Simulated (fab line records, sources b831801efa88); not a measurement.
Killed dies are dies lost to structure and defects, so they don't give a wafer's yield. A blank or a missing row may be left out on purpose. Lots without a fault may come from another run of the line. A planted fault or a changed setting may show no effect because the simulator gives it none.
fab line records | flow gf180mcu
record lots=5 wafers=15 last_day=33
route steps=602 shown VT_IMPLANT@118 MVSD@136 NWELL@137 LVPWELL@138 MVPSD@139 DUAL_GATE@141
lots that met no fault: from a run of the same line without faults
start_h: hours from the record's first day to the start of the lot's first wafer shown | wait_h: hours since the lot's step before | " the same as in the row above | L1.1+2: a row that stands for several wafers | - no value, or no start given | * or withheld: withheld | < > ~ a bound
route shown NAME@n: a module of which the file shows steps, and the number in the route of the first | usual: mean/standard deviation of fault-free wafers | same: alike in all rows | chamber/n: place in a boat | sites: the reading at each site | _std_site: their standard deviation | _edge_site: outer sites' mean less inner sites' | radius_mm: how far each site lies from the wafer's centre | mask NAME#n: copy n | behind: the tool/chamber that last shaped the wafer | hold: why the lot was held/for how many hours/how that ended | device: the transistor (n, p or np) that didn't switch | end of line: the same wafers' tests at the end of the route | a step without rows: its recipe alone | killed: dies lost to structure and defects at the first sort, not the wafer's yield | map: a wafer's dies, x killed, . not, _ none there
set.NAME: the setting as run; set.NAME@STEP: as run at that earlier step | model.NAME: the simulator's own value behind a step, which no gauge read
lots at some steps of the route; a table a step, a row a wafer
services: from which hour (start_h, from the record's first day; less than 0 if before it) a tool's chamber was out of use, for how many hours, and why
## steps
# step GF_VT_IMPLANT_DEVELOP_28
# recipe develop_time_s=60 dev_temp_c=23
# usual developer_temp_C=22.99/0.11
# columns lot.wafer tool chamber start_h wait_h developer_temp_C
L076.4 litho_track-02 0 150.81 0.1 23.02
L076.5 " 0 " " 22.95
L076.6 " 0 " " 22.97
L077.1 litho_track-02 0 161.49 0.1 22.98
L077.2 " 0 " " 22.92
L077.3 " 0 " " 22.94
L084.1 litho_track-03 0 205.74 0.1 23.05
L084.2 " 0 " " 22.97
L084.6 " 0 " " 22.95
L087.3 litho_track-03 0 230.69 0.1 23.05
L087.4 " 0 " " 22.92
L087.6 " 0 " " 23.02
L090.3 litho_track-04 0 248.32 0.1 23.16
L090.4 " 0 " " 22.92
L090.6 " 0 " " 23.11
# step GF_VT_IMPLANT_OVL_MEAS_29
# usual VT_IMPLANT_02_OVL=0.5/1.3
# columns lot.wafer tool chamber start_h wait_h VT_IMPLANT_02_OVL[nm]
L076.4 overlay-02 - 150.91 0.1 -1.3
L076.5 " - " " 0.1
L076.6 " - " " -1.3
L077.1 overlay-02 - 161.64 0.1 -0.4
L077.2 " - " " -0.4
L077.3 " - " " -1.0
L084.1 overlay-01 - 205.89 0.1 1.8
L084.2 " - " " 0.4
L084.6 " - " " 0.1
L087.3 overlay-02 - 230.80 0.1 0.6
L087.4 " - " " 1.2
L087.6 " - " " -0.2
L090.3 overlay-02 - 248.43 0.1 -1.3
L090.4 " - " " -0.5
L090.6 " - " " 0.4
# step GF_VT_IMPLANT_IMPLANT_30
# recipe species=B energy_kev=25 dose_cm2=2.534e+12 tilt_deg=7
# columns lot.wafer tool chamber start_h wait_h
L076.4+5+6 implanter-03 0 151.00 0.1
L077.1+2+3 implanter-04 0 161.67 0.0
L084.1+2+6 implanter-04 0 205.93 0.0
L087.3+4+6 implanter-03 0 230.88 0.1
L090.3+4+6 implanter-04 0 248.51 0.1
# step GF_VT_IMPLANT_STRIP_31
# recipe chemistry=O2/N2 power_w=1400 pressure_mtorr=1500 platen_temp_c=250 o2_flow_sccm=3000 n2_flow_sccm=300 overash_fraction=0.5
# usual drypump_motor_current_A=5.7/0.62 heater_power_w=338/32 oes_product_au=0.716/0.0045 strip_time_to_endpoint_s=12.64/0.034
# columns lot.wafer tool chamber start_h wait_h drypump_motor_current_A heater_power_w oes_product_au rf_hours_counter_h strip_time_to_endpoint_s
L076.4 plasma_asher-01 0 151.11 0.1 5.3 320 0.718 - 12.70
L076.5 " 0 " " 5.3 327 0.713 - 12.71
L076.6 " 1 " " 6.6 386 0.716 - 12.69
L077.1 plasma_asher-03 1 161.82 0.1 4.8 299 0.713 5 12.67
L077.2 " 0 " " 6.1 378 0.727 5 12.66
L077.3 " 0 " " 6.1 382 0.719 - 12.60
L084.1 plasma_asher-01 1 206.08 0.1 6.6 369 0.712 58 12.60
L084.2 " 0 " " 5.3 320 0.709 58 12.56
L084.6 " 0 " " 5.3 326 0.714 - 12.61
L087.3 plasma_asher-03 1 231.01 0.1 4.8 300 0.711 - 12.68
L087.4 " 0 " " 6.2 382 0.713 - 12.66
L087.6 " 0 " " 6.1 365 0.715 - 12.70
L090.3 plasma_asher-04 1 248.64 0.1 6.1 349 0.720 - 12.58
L090.4 " 0 " " 5.9 326 0.712 - 12.61
L090.6 " 1 " " 6.1 337 0.722 - 12.58
# step GF_VT_IMPLANT_TW_MEAS_32
# usual VT_IMPLANT_3_TW=267.3/2.5
# columns lot.wafer tool chamber start_h wait_h VT_IMPLANT_3_TW
L076.4 film_metro-02 - 151.20 0.1 268.7
L076.5 " - " " 267.0
L076.6 " - " " 268.0
L077.1 film_metro-02 - 161.92 0.1 266.7
L077.2 " - " " 266.4
L077.3 " - " " 267.4
L084.1 film_metro-03 - 206.18 0.1 269.5
L084.2 " - " " 270.2
L084.6 " - " " 269.2
L087.3 film_metro-02 - 231.10 0.1 266.1
L087.4 " - " " 268.1
L087.6 " - " " 268.1
L090.3 film_metro-03 - 248.73 0.1 268.8
L090.4 " - " " 268.9
L090.6 " - " " 270.5
# step GF_VT_IMPLANT_DEHYDRATE_33
# recipe temp_c=200 time_s=60
# usual heater_power_total_W=160.38/0.13
# columns lot.wafer tool chamber start_h wait_h heater_power_total_W
L076.4 litho_track-04 0 159.05 7.8 160.34
L076.5 " 0 " " 160.32
L076.6 " 0 " " 160.18
L077.1 litho_track-04 0 169.22 7.3 160.28
L077.2 " 0 " " 160.28
L077.3 " 0 " " 160.47
L084.1 litho_track-03 0 214.24 8.1 160.44
L084.2 " 0 " " 160.58
L084.6 " 0 " " 160.59
L087.3 litho_track-03 0 239.24 8.1 160.28
L087.4 " 0 " " 160.21
L087.6 " 0 " " 160.18
L090.3 litho_track-02 0 257.49 8.7 160.64
L090.4 " 0 " " 160.21
L090.6 " 0 " " 160.19
# step GF_VT_IMPLANT_HMDS_34
# recipe prime_time_s=60 prime_temp_c=120
# usual prime_temp_c=120.04/0.13
# columns lot.wafer tool chamber start_h wait_h prime_temp_c
L076.4 litho_track-04 0 159.20 0.1 120.08
L076.5 " 0 " " 120.03
L076.6 " 0 " " 120.02
L077.1 litho_track-04 0 169.37 0.1 120.17
L077.2 " 0 " " 120.19
L077.3 " 0 " " 120.20
L084.1 litho_track-03 0 214.39 0.1 119.98
L084.2 " 0 " " 120.09
L084.6 " 0 " " 120.17
L087.3 litho_track-03 0 239.39 0.1 119.98
L087.4 " 0 " " 119.98
L087.6 " 0 " " 120.14
L090.3 litho_track-02 0 257.64 0.1 120.14
L090.4 " 0 " " 119.97
L090.6 " 0 " " 120.19
# step GF_VT_IMPLANT_COAT_35
# recipe resist=NOVOLAK spin_rpm=3000 resist_thk_nm=1000
# usual dispense_pressure_kPa=54.3/1.8
# columns lot.wafer tool chamber start_h wait_h dispense_pressure_kPa
L076.4 litho_track-04 0 159.35 0.1 51.9
L076.5 " 0 " " 51.9
L076.6 " 0 " " 51.9
L077.1 litho_track-04 0 169.52 0.1 51.9
L077.2 " 0 " " 51.9
L077.3 " 0 " " 51.9
L084.1 litho_track-03 0 214.54 0.1 55.9
L084.2 " 0 " " 56.0
L084.6 " 0 " " 55.9
L087.3 litho_track-03 0 239.54 0.1 56.0
L087.4 " 0 " " 56.0
L087.6 " 0 " " 56.0
L090.3 litho_track-02 0 257.79 0.1 55.5
L090.4 " 0 " " 55.5
L090.6 " 0 " " 55.5
# step GF_VT_IMPLANT_SOFTBAKE_36
# recipe temp_c=90 time_s=60 resist=NOVOLAK
# usual heater_power_total_W=56.60/0.046
# columns lot.wafer tool chamber start_h wait_h heater_power_total_W
L076.4 litho_track-04 0 159.50 0.1 56.62
L076.5 " 0 " " 56.59
L076.6 " 0 " " 56.64
L077.1 litho_track-04 0 169.67 0.1 56.63
L077.2 " 0 " " 56.62
L077.3 " 0 " " 56.63
L084.1 litho_track-03 0 214.69 0.1 56.63
L084.2 " 0 " " 56.65
L084.6 " 0 " " 56.60
L087.3 litho_track-03 0 239.69 0.1 56.57
L087.4 " 0 " " 56.58
L087.6 " 0 " " 56.57
L090.3 litho_track-02 0 257.94 0.1 56.60
L090.4 " 0 " " 56.61
L090.6 " 0 " " 56.53
# step GF_VT_IMPLANT_EXPOSE_37
# recipe mask_id=Nwell_HV_AREA target_cd_nm=860 na=0.6 source_shape=conventional sigma_outer=0.6 dose_mj=140
# usual exposure_dose_mJ_cm2=140.02/0.14
# columns lot.wafer tool chamber start_h wait_h mask exposure_dose_mJ_cm2
L076.4 iline_stepper-01 0 - - Nwell_HV_AREA#0 140.03
L076.5 " 0 " " Nwell_HV_AREA#0 139.87
L076.6 " 0 " " Nwell_HV_AREA#0 140.03
L077.1 iline_stepper-02 0 - - Nwell_HV_AREA#0 140.13
L077.2 " 0 " " Nwell_HV_AREA#0 140.04
L077.3 " 0 " " Nwell_HV_AREA#0 140.03
L084.1 iline_stepper-01 0 - - Nwell_HV_AREA#0 139.93
L084.2 " 0 " " Nwell_HV_AREA#0 140.01
L084.6 " 0 " " Nwell_HV_AREA#0 139.92
L087.3 iline_stepper-02 0 - - Nwell_HV_AREA#0 139.97
L087.4 " 0 " " Nwell_HV_AREA#0 140.03
L087.6 " 0 " " Nwell_HV_AREA#0 140.06
L090.3 iline_stepper-01 0 - - Nwell_HV_AREA#0 140.19
L090.4 " 0 " " Nwell_HV_AREA#0 139.93
L090.6 " 0 " " Nwell_HV_AREA#0 140.17
# step GF_VT_IMPLANT_PEB_38
# recipe temp_c=withheld time_s=* resist=NOVOLAK
# columns lot.wafer tool chamber start_h wait_h
L076.4+5+6 litho_track-03 0 - -
L077.1+2+3 litho_track-04 0 - -
L084.1+2+6 litho_track-02 0 - -
L087.3+4+6 litho_track-03 0 - -
L090.3+4+6 litho_track-04 0 - -
# step GF_VT_IMPLANT_DEVELOP_39
# recipe develop_time_s=60 dev_temp_c=23
# usual developer_temp_C=22.99/0.1
# columns lot.wafer tool chamber start_h wait_h developer_temp_C
L076.4 litho_track-03 0 167.32 0.1 22.91
L076.5 " 0 " " 23.09
L076.6 " 0 " " 22.93
L077.1 litho_track-04 0 177.87 0.1 22.91
L077.2 " 0 " " 22.86
L077.3 " 0 " " 22.96
L084.1 litho_track-02 0 223.54 0.1 23.03
L084.2 " 0 " " 23.12
L084.6 " 0 " " 22.87
L087.3 litho_track-03 0 248.84 0.1 23.03
L087.4 " 0 " " 23.09
L087.6 " 0 " " 23.19
L090.3 litho_track-04 0 267.42 0.1 23.07
L090.4 " 0 " " 23.14
L090.6 " 0 " " 23.11
# step GF_VT_IMPLANT_OVL_MEAS_40
# usual VT_IMPLANT_03_OVL=-0.3/1.4
# columns lot.wafer tool chamber start_h wait_h VT_IMPLANT_03_OVL[nm]
L076.4 overlay-01 - 167.41 0.1 1.0
L076.5 " - " " 0.6
L076.6 " - " " 1.6
L077.1 overlay-02 - 178.02 0.1 2.3
L077.2 " - " " 1.6
L077.3 " - " " 1.8
L084.1 overlay-02 - 223.69 0.1 -3.7
L084.2 " - " " -1.1
L084.6 " - " " 0.9
L087.3 overlay-02 - 248.95 0.1 -0.7
L087.4 " - " " -1.0
L087.6 " - " " -1.0
L090.3 overlay-01 - 267.53 0.1 0.3
L090.4 " - " " 1.0
L090.6 " - " " 2.3
# step GF_VT_IMPLANT_IMPLANT_41
# recipe species=As energy_kev=70 dose_cm2=1.013e+12 tilt_deg=7
# columns lot.wafer tool chamber start_h wait_h
L076.4+5+6 implanter-01 0 167.50 0.1
L077.1+2+3 implanter-01 0 178.06 0.0
L084.1+2+6 implanter-03 0 223.72 0.0
L087.3+4+6 implanter-01 0 249.03 0.1
L090.3+4+6 implanter-03 0 267.61 0.1
# step GF_VT_IMPLANT_STRIP_42
# recipe chemistry=O2/N2 power_w=1400 pressure_mtorr=1500 platen_temp_c=250 o2_flow_sccm=3000 n2_flow_sccm=300 overash_fraction=0.5
# usual drypump_motor_current_A=5.8/0.64 heater_power_w=341/31 oes_product_au=0.716/0.0047 strip_time_to_endpoint_s=12.63/0.036
# columns lot.wafer tool chamber start_h wait_h drypump_motor_current_A heater_power_w oes_product_au rf_hours_counter_h strip_time_to_endpoint_s
L076.4 plasma_asher-03 0 167.61 0.1 6.1 374 0.720 - 12.65
L076.5 " 1 " " 4.8 294 0.726 - 12.62
L076.6 " 0 " " 6.1 373 0.719 - 12.62
L077.1 plasma_asher-01 0 178.21 0.1 5.3 336 0.718 55 12.65
L077.2 " 1 " " 6.6 382 0.722 55 12.68
L077.3 " 0 " " 5.3 323 0.723 - 12.72
L084.1 plasma_asher-01 1 223.87 0.1 6.6 381 0.712 60 12.63
L084.2 " 0 " " 5.3 329 0.717 60 12.60
L084.6 " 1 " " 6.6 377 0.715 - 12.60
L087.3 plasma_asher-03 0 249.16 0.1 6.1 380 0.713 - 12.57
L087.4 " 1 " " 4.8 293 0.716 - 12.62
L087.6 " 1 " " 4.8 290 0.720 - 12.60
L090.3 plasma_asher-04 0 267.74 0.1 5.9 315 0.726 - 12.60
L090.4 " 1 " " 6.1 353 0.723 - 12.62
L090.6 " 1 " " 6.1 343 0.716 - 12.65
# step GF_VT_IMPLANT_TW_MEAS_43
# usual VT_IMPLANT_4_TW=685/6.4
# columns lot.wafer tool chamber start_h wait_h VT_IMPLANT_4_TW
L076.4 film_metro-02 - 167.71 0.1 688
L076.5 " - " " 686
L076.6 " - " " 691
L077.1 film_metro-02 - 178.31 0.1 692
L077.2 " - " " 690
L077.3 " - " " 690
L084.1 film_metro-01 - 223.97 0.1 684
L084.2 " - " " 684
L084.6 " - " " 682
L087.3 film_metro-02 - 249.25 0.1 688
L087.4 " - " " 687
L087.6 " - " " 687
L090.3 film_metro-01 - 267.83 0.1 673
L090.4 " - " " 673
L090.6 " - " " 678
# step GF_VT_IMPLANT_CLEAN_44
# recipe chemistry=SC1/SC2 mix=1:4:20 temp_c=70 time_s=150 dry=n2_spin
# columns lot.wafer tool chamber start_h wait_h
L076.4+5+6 wet_bench-03 0 167.74 0.0
L077.1+2+3 wet_bench-02 2 178.37 0.1
L084.1+2+6 wet_bench-02 1 224.03 0.1
L087.3+4+6 wet_bench-03 1 249.29 0.0
L090.3+4+6 wet_bench-02 2 267.87 0.0
# step GF_VT_IMPLANT_RTA_45
# recipe temp_c=1050 time_s=30 ambient=N2
# usual lamp_power_pct=34.3/1.6 wafer_temp_C_max=1055.9/1.4
# columns lot.wafer tool chamber start_h wait_h lamp_power_pct wafer_temp_C_max
L076.4 rtp_anneal-02 0 167.89 0.1 36.6 1056.5
L076.5 " 0 " " 36.6 1056.5
L076.6 " 0 " " 36.5 1054.6
L077.1 rtp_anneal-01 0 178.42 0.0 33.2 1057.5
L077.2 " 0 " " 33.2 1056.9
L077.3 " 0 " " 33.2 1056.3
L084.1 rtp_anneal-01 0 224.08 0.0 33.2 1056.2
L084.2 " 0 " " 33.2 1057.5
L084.6 " 0 " " 33.2 1056.3
L087.3 rtp_anneal-01 0 249.37 0.0 33.2 1056.8
L087.4 " 0 " " 33.2 1056.6
L087.6 " 0 " " 33.2 1055.6
L090.3 rtp_anneal-01 0 267.96 0.0 33.2 1056.2
L090.4 " 0 " " 33.2 1054.8
L090.6 " 0 " " 33.2 1056.5
# step GF_VT_IMPLANT_RS_MEAS_46
# recipe thk_meas_gauge=four-point-probe
# usual MVSD_RS=456.5/0.96
# columns lot.wafer tool chamber start_h wait_h MVSD_RS[ohm/sq]
L076.4 film_metro-03 - 168.05 0.1 456.1
L076.5 " - " " 456.7
L076.6 " - " " 457.1
L077.1 film_metro-03 - 178.52 0.1 457.7
L077.2 " - " " 458.1
L077.3 " - " " 455.8
L084.1 film_metro-01 - 224.18 0.1 455.3
L084.2 " - " " 457.7
L084.6 " - " " 456.8
L087.3 film_metro-03 - 249.48 0.1 454.5
L087.4 " - " " 455.2
L087.6 " - " " 456.0
L090.3 film_metro-04 - 268.06 0.1 456.3
L090.4 " - " " 457.0
L090.6 " - " " 456.3
# step GF_VT_IMPLANT_RS_MEAS_47
# recipe thk_meas_gauge=four-point-probe
# usual NWELL_RS=487.9/1.3
# columns lot.wafer tool chamber start_h wait_h NWELL_RS[ohm/sq]
L076.4 film_metro-03 - 168.17 0.1 487.9
L076.5 " - " " 486.9
L076.6 " - " " 486.5
L077.1 film_metro-03 - 178.64 0.1 488.7
L077.2 " - " " 487.0
L077.3 " - " " 487.9
L084.1 film_metro-01 - 224.30 0.1 485.7
L084.2 " - " " 485.8
L084.6 " - " " 487.5
L087.3 film_metro-03 - 249.60 0.1 489.2
L087.4 " - " " 489.6
L087.6 " - " " 489.5
L090.3 film_metro-04 - 268.18 0.1 489.6
L090.4 " - " " 489.9
L090.6 " - " " 486.1
# step GF_VT_IMPLANT_RS_MEAS_48
# recipe thk_meas_gauge=four-point-probe
# usual LVPWELL_RS=1196/3.6
# columns lot.wafer tool chamber start_h wait_h LVPWELL_RS[ohm/sq]
L076.4 film_metro-03 - 168.29 0.1 1194
L076.5 " - " " 1198
L076.6 " - " " 1196
L077.1 film_metro-03 - 178.76 0.1 1192
L077.2 " - " " 1191
L077.3 " - " " 1191
L084.1 film_metro-01 - 224.42 0.1 1193
L084.2 " - " " 1197
L084.6 " - " " 1191
L087.3 film_metro-03 - 249.72 0.1 1196
L087.4 " - " " 1196
L087.6 " - " " 1197
L090.3 film_metro-04 - 268.30 0.1 1193
L090.4 " - " " 1198
L090.6 " - " " 1195
# step GF_VT_IMPLANT_RS_MEAS_49
# recipe thk_meas_gauge=four-point-probe
# usual MVPSD_RS=1167/3.1
# columns lot.wafer tool chamber start_h wait_h MVPSD_RS[ohm/sq]
L076.4 film_metro-03 - 168.41 0.1 1162
L076.5 " - " " 1162
L076.6 " - " " 1162
L077.1 film_metro-03 - 178.88 0.1 1167
L077.2 " - " " 1164
L077.3 " - " " 1166
L084.1 film_metro-01 - 224.54 0.1 1169
L084.2 " - " " 1163
L084.6 " - " " 1160
L087.3 film_metro-03 - 249.84 0.1 1161
L087.4 " - " " 1163
L087.6 " - " " 1163
L090.3 film_metro-04 - 268.42 0.1 1173
L090.4 " - " " 1171
L090.6 " - " " 1173
# step GF_VT_IMPLANT_WET_ETCH_50
# recipe chemistry=dHF target_depth_nm=20 target=SiO2 temp_c=25 dilution=100:1 time_s=400
# columns lot.wafer tool chamber start_h wait_h
L076.4+5+6 wet_bench-02 3 168.47 0.0
L077.1+2+3 wet_bench-02 0 179.00 0.1
L084.1+2+6 wet_bench-03 1 224.66 0.1
L087.3+4+6 wet_bench-02 0 249.92 0.1
L090.3+4+6 wet_bench-02 3 268.50 0.1
# step GF_DUAL_GATE_CLEAN_00
# recipe chemistry=SC1/SC2 mix=1:4:20 temp_c=70 time_s=150
# columns lot.wafer tool chamber start_h wait_h
L076.4+5+6 wet_bench-02 1 168.59 0.0
L077.1+2+3 wet_bench-03 0 179.12 0.0
L084.1+2+6 wet_bench-02 1 224.78 0.0
L087.3+4+6 wet_bench-03 1 250.04 0.0
L090.3+4+6 wet_bench-04 0 268.63 0.0
## services
# columns tool chamber start_h hours kind
iline_stepper-01 - 145.98 1.7 pm
implanter-03 - 151.56 58.8 pm
iline_stepper-01 - 175.07 1.0 repair
iline_stepper-01 - 177.37 - calibration
implanter-04 - 194.09 4.4 repair
plasma_asher-03 - 199.03 2.1 repair
implanter-04 - 212.19 4.9 repair
iline_stepper-01 0 218.89 - calibration
litho_track-04 - 228.42 - consumable_replace:filter
implanter-01 - 262.17 1.2 repair
## key
fault none
